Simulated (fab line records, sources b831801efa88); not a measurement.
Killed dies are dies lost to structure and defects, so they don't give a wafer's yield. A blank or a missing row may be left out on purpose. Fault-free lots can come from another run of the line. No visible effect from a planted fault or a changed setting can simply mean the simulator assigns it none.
Which tool did it? ; flow gf180mcu ; 13 lots with 39 wafers sampled at 3 steps, on a route of 602 steps

## WHAT THE GAUGES SHOWED, per wafer
GF_V2_THK_MEAS_25: measures by xrf.
lot;measured;on;V2_W_THK (nm)
L468;day 20 12:20;film-metro-01;349 351 348
L469;day 21 00:25;film-metro-04;355 356 355
L477;day 24 12:53;film-metro-04;353 357 356
L479;day 24 21:31;film-metro-02;358 358 358
L482;day 25 22:03;film-metro-01;348 349 347
L483;day 26 03:01;film-metro-02;354 360 358
L484;day 26 14:12;film-metro-01;359 361 354
L485;day 26 20:56;film-metro-04;356 354 347
L486;day 26 22:22;film-metro-02;348 351 351
L487;day 27 05:55;film-metro-04;357 353 359
L488;day 27 13:52;film-metro-01;353 356 354
L489;day 27 22:11;film-metro-02;355 357 358
L490;day 28 05:10;film-metro-02;357 355 352

## EACH LOT AND THE TOOL THAT RAN IT (in order: tool; ch and the chambers of the sampled wafers; start)
lot;GF_V1_SOFTBAKE_10;GF_V2_SPUTTER_21
L468;litho-track-04 ch 0, day 17 19:00;pvd-sputter-03, day 20 12:00
L469;litho-track-03 ch 0, day 18 06:00;pvd-sputter-04, day 21 00:05
L477;litho-track-04 ch 0, day 21 22:00;pvd-sputter-03, day 24 12:32
L479;litho-track-04 ch 0, day 22 08:00;pvd-sputter-03, day 24 21:10
L482;litho-track-03 ch 0, day 23 10:00;pvd-sputter-01, day 25 21:43
L483;litho-track-01 ch 0, day 23 16:00;pvd-sputter-03, day 26 02:41
L484;litho-track-03 ch 0, day 24 05:00;pvd-sputter-03, day 26 13:52
L485;litho-track-01 ch 0, day 24 11:00;pvd-sputter-03, day 26 20:36
L486;litho-track-03 ch 0, day 24 13:00;pvd-sputter-01, day 26 22:01
L487;litho-track-01 ch 0, day 24 21:00;pvd-sputter-03, day 27 05:34
L488;litho-track-01 ch 0, day 25 06:00;pvd-sputter-03, day 27 13:31
L489;litho-track-03 ch 0, day 25 13:00;pvd-sputter-04, day 27 21:50
L490;litho-track-03 ch 0, day 25 21:00;pvd-sputter-01, day 28 04:50
- GF_V1_SOFTBAKE_10: time 60 s.
- GF_V2_SPUTTER_21: material Ti, target thk 15 nm, time 80.02 s.

## WHAT THE TOOLS THEMSELVES READ (means of the sampled wafers that have a number; where no wafer has one, the mark that the record gives instead)
GF_V1_SOFTBAKE_10.
lot;tool;chill-plate-temp-C (C);exhaust-pa (Pa);heater-power-total-W (W);plate-temp-C (C);run-length-s (s)
L468;litho-track-04;23.03;45.7;93.04;130.18;89.25
L469;litho-track-03;23.08;43.8;93.02;129.92;88.85
L477;litho-track-04;22.82;44.3;96.30;-;83.05
L479;litho-track-04;23.04;45.4;96.32;-;83.02
L482;litho-track-03;22.82;45.0;93.01;130.08;88.90
L483;litho-track-01;23.23;45.2;93.05;129.90;89.22
L484;litho-track-03;22.96;45.3;93.06;129.95;88.83
L485;litho-track-01;23.03;45.4;93.06;130.03;89.16
L486;litho-track-03;22.90;44.2;93.08;129.85;88.96
L487;litho-track-01;23.01;43.9;93.01;129.99;89.17
L488;litho-track-01;23.11;46.6;93.08;129.96;89.27
L489;litho-track-03;22.97;44.7;93.05;129.80;88.93
L490;litho-track-03;23.01;44.1;93.06;129.98;88.81

GF_V2_SPUTTER_21.
lot;tool;substrate-temp-c (C);throttle-valve-pct (%)
L468;pvd-sputter-03;200.04;30.0
L469;pvd-sputter-04;199.94;29.3
L477;pvd-sputter-03;199.95;31.1
L479;pvd-sputter-03;199.93;29.7
L482;pvd-sputter-01;200.01;30.3
L483;pvd-sputter-03;199.92;30.2
L484;pvd-sputter-03;199.90;30.0
L485;pvd-sputter-03;200.05;30.1
L486;pvd-sputter-01;200.00;30.4
L487;pvd-sputter-03;199.99;30.3
L488;pvd-sputter-03;200.14;30.0
L489;pvd-sputter-04;200.07;28.9
L490;pvd-sputter-01;199.96;29.3

## THE ANSWER, worked out from the rows above alone
Rule: the lots themselves supply what counts as usual. The widest of any qualifying gaps counts: lots, ordered by their means at a reading, are off when they make up no more than a third of the lots, leave a main group of 4 or more, and stand apart from it by 3 or more times the standard deviation of that group's means. Not used: any main group whose means are identical at the precision the tables above print for the reading. A lot without any number at a reading at which 4 lots or more have one is off too. Where the step has rows for the other lots, those lots are counted as sound. Order of review: gauges by route order, followed by the tools' own readings, for which a lot's mean as printed above is used. The first step at which some lot is off is used, and at that step the reading that is off furthest; a lot without a number counts as furthest.
Off at GF_V1_SOFTBAKE_10 (plate-temp-C): L477, L479. Without a number there: L477, L479. Mean 129.97 C and standard deviation 0.1 in the main group.
A tool fits if, at that step or a process step before it, it ran every lot that is off, and no sound lot after the first of them. One fits: GF_V1_SOFTBAKE_10 on litho-track-04. Its last sound lot is L468 (day 17 19:00), its first lot that is off L477 (day 21 22:00): a fault that began between those two fits.
The tool's own readings at GF_V1_SOFTBAKE_10 bear it out: on the lots that are off they differ by more than 5 times the standard deviation of the sound lots' means. heater-power-total-W reads 96.31 W there against 93.05 W on the sound lots; run-length-s reads 83.03 s there against 89.03 s on the sound lots.
Blank at GF_V1_SOFTBAKE_10 on the lots that are off, where sound lots have numbers: plate-temp-C.

## WHAT HAD BEEN PUT IN BY THE SIMULATOR
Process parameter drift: litho-track-04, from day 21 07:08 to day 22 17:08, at GF_V1_SOFTBAKE_10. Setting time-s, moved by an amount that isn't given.
Lots struck among those shown: L477, L479. The same result came from the rule above.
